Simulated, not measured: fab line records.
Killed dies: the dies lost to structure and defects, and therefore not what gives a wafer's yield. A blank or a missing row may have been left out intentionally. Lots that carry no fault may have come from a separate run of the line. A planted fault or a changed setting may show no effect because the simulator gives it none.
What tool caused it? || flow sky130 || 6 lots with 18 wafers sampled at 4 steps, on a route of 708 steps

## WHAT EACH GAUGE READ, for each wafer
SKY_VIA3_THK_MEAS_01.
{"lot": "L635", "measured": "day 40 21:50", "on": "filmMetro-01", "VIA3_HDPCVD_THK (nm)": "1653 1663 1657"}
{"lot": "L637", "measured": "day 41 02:38", "on": "filmMetro-04", "VIA3_HDPCVD_THK (nm)": "1630 1639 1655"}
{"lot": "L639", "measured": "day 41 19:20", "on": "filmMetro-04", "VIA3_HDPCVD_THK (nm)": "1668 1669 1784"}
{"lot": "L648", "measured": "day 44 02:23", "on": "filmMetro-01", "VIA3_HDPCVD_THK (nm)": "1653 1648 1648"}
{"lot": "L651", "measured": "day 45 00:31", "on": "filmMetro-02", "VIA3_HDPCVD_THK (nm)": "1641 1611 1652"}
{"lot": "L653", "measured": "day 45 07:27", "on": "filmMetro-04", "VIA3_HDPCVD_THK (nm)": "1642 1633 1647"}

## TOOL THAT RAN EACH LOT (tool first, then ch and the chambers of the sampled wafers, then the start)
{"lot": "L635", "SKY_METAL3_SPUTTER_01": "pvdSputter-03, day 38 18:28", "SKY_METAL3_SPUTTER_02": "pvdSputter-03, day 38 18:29", "SKY_VIA3_HDPCVD_00": "hdpcvd-01 ch 0,1, day 40 21:38"}
{"lot": "L637", "SKY_METAL3_SPUTTER_01": "pvdSputter-04, day 38 22:55", "SKY_METAL3_SPUTTER_02": "pvdSputter-04, day 38 22:56", "SKY_VIA3_HDPCVD_00": "hdpcvd-01 ch 1,2, day 41 02:27"}
{"lot": "L639", "SKY_METAL3_SPUTTER_01": "pvdSputter-03, day 39 16:10", "SKY_METAL3_SPUTTER_02": "pvdSputter-03, day 39 16:11", "SKY_VIA3_HDPCVD_00": "hdpcvd-01 ch 0,2, day 41 19:05"}
{"lot": "L648", "SKY_METAL3_SPUTTER_01": "pvdSputter-01, day 42 01:40", "SKY_METAL3_SPUTTER_02": "pvdSputter-01, day 42 01:41", "SKY_VIA3_HDPCVD_00": "hdpcvd-02 ch 0,1, day 44 02:13"}
{"lot": "L651", "SKY_METAL3_SPUTTER_01": "pvdSputter-01, day 43 00:32", "SKY_METAL3_SPUTTER_02": "pvdSputter-01, day 43 00:33", "SKY_VIA3_HDPCVD_00": "hdpcvd-02 ch 0,1,2, day 45 00:20"}
{"lot": "L653", "SKY_METAL3_SPUTTER_01": "pvdSputter-03, day 43 09:02", "SKY_METAL3_SPUTTER_02": "pvdSputter-03, day 43 09:04", "SKY_VIA3_HDPCVD_00": "hdpcvd-02 ch 1,2, day 45 07:17"}
- SKY_METAL3_SPUTTER_01: material TiN, target thk 20 nm, time 16.7 s.
- SKY_METAL3_SPUTTER_02: material AlCu, target thk 735 nm, time 39.1 s.
- SKY_VIA3_HDPCVD_00: deposits SiO2, target thk 1635 nm, time 272.5 s.

## THE ANSWER, worked out from the rows above alone
Rule: the lots themselves supply what counts as usual. The widest of any qualifying gaps counts: lots, ordered by their means at a reading, are off when they make up no more than a third of the lots, leave a main group of 4 or more, and stand apart from it by 3 or more times the standard deviation of that group's means. The tables above print the reading to a certain number of digits; a main group whose means all agree to those digits is not used. A lot without any number at a reading at which 4 lots or more have one is off too. Any other lot the step has rows for is counted as sound.
Off: L639, at SKY_VIA3_THK_MEAS_01 (VIA3_HDPCVD_THK). Main group: mean 1645 nm, sd 8.
A tool fits if, at a process step before that reading, it ran every lot that is off, and no sound lot after the first of them. Those tools and the gauges at SKY_VIA3_THK_MEAS_01 are tried in the same way. One fits: hdpcvd-01 at SKY_VIA3_HDPCVD_00. A fault onset in the window from L637 (day 41 02:27, its last sound lot) to L639 (day 41 19:05, its first lot off) fits.

## WHAT THE SIMULATOR HAD PUT IN
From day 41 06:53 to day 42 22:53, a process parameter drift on hdpcvd-01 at SKY_VIA3_HDPCVD_00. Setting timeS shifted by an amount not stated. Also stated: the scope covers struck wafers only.
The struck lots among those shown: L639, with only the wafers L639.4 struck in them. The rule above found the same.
